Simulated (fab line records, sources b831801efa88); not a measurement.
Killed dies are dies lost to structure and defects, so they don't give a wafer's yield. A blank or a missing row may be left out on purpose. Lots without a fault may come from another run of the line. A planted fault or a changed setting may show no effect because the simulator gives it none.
A struck lot beside a sound one | flow sky130 | 14 steps out of a route of 708
Sound: wafers L303.1, L303.2, L303.3. Struck: wafers L308.1, L308.3, L308.5. The cause comes at the end.
At each step with rows: each side's tool, then ch and its chambers, then its first start. Under that, the readings that differ: sound wafers | struck wafers | difference of the means | sigmas: that difference in standard deviations of wafers without a fault.
alike: readings whose means differ by less than 2 such deviations, and words and numbers that are the same on both sides. not compared: withheld readings, readings that some wafer has no value for, bounds like >300 that may hide the same value, and numbers for which the record gives no deviation and whose values overlap.
The two part at a step that has a row with sigmas, a row that says differs or no value, or rows on one side only. Numbers that don't overlap but have no deviation are shown without sigmas and don't part them. A reading that every wafer of one side lacks parts them only if that side has two wafers or more.

first, 2 steps without rows for these wafers: SKY_RES_PROTECT_DEVELOP_06 (develop time 60 s); SKY_POLY_GATE_IMPLANT_02.
SKY_RES_PROTECT_STRIP_07: strips in O2/N2.
  sound on plasma_asher-01 ch 0,1, day 16 02:42; struck on plasma_asher-02 ch 0,1, day 18 02:27
  alike: drypump_motor_current_A, oes_product_au, strip_time_to_endpoint_s
  not compared: rf_hours_counter_h
SKY_RES_PROTECT_TW_MEAS_08:
  sound on film_metro-02, day 16 02:48; struck on film_metro-03, day 18 02:33
  alike: POLY_GATE_TW
then, 2 steps without rows for these wafers: SKY_RES_PROTECT_CLEAN_09 (cleans in SC1/SC2, time 150 s); SKY_POLY_GATE_CVD_03 (deposits Si3N4 from DCS/NH3, target thk 75 nm, time 1290 s).
SKY_POLY_GATE_THK_MEAS_04:
  sound on film_metro-04, day 16 04:50; struck on film_metro-01, day 18 04:09
  reading                   | sound          | struck         | difference | sigmas
  POLY_GATE_CVD_03_THK (nm) | 74.3 74.3 74.3 | 75.5 75.9 75.1 | +1.2       | +2
then, 5 steps without rows for these wafers: SKY_POLY_GATE_DEHYDRATE_05 (time 60 s); SKY_POLY_GATE_HMDS_06 (prime time 60 s); SKY_POLY_GATE_COAT_07 (resist thk 110 nm); SKY_POLY_GATE_COAT_08 (resist thk 450 nm); SKY_POLY_GATE_SOFTBAKE_09 (time 90 s).
SKY_POLY_GATE_EXPOSE_10: exposes mask P1M, target cd 150 nm.
  sound on krf_scanner-02 ch 0, day 16 19:35; struck on krf_scanner-02, day 18 19:47
  no value came back on the struck wafers for exposure_dose_mJ_cm2, focus_offset_nm (nm); on the sound wafers exposure_dose_mJ_cm2 reads 27.951 27.971 27.989
  alike: mask
then, 1 step without rows for these wafers: SKY_POLY_GATE_PEB_11.

WHERE THEY PART
First at SKY_POLY_GATE_THK_MEAS_04; last, within this record, at SKY_POLY_GATE_EXPOSE_10.

WHY: what the simulator had put in
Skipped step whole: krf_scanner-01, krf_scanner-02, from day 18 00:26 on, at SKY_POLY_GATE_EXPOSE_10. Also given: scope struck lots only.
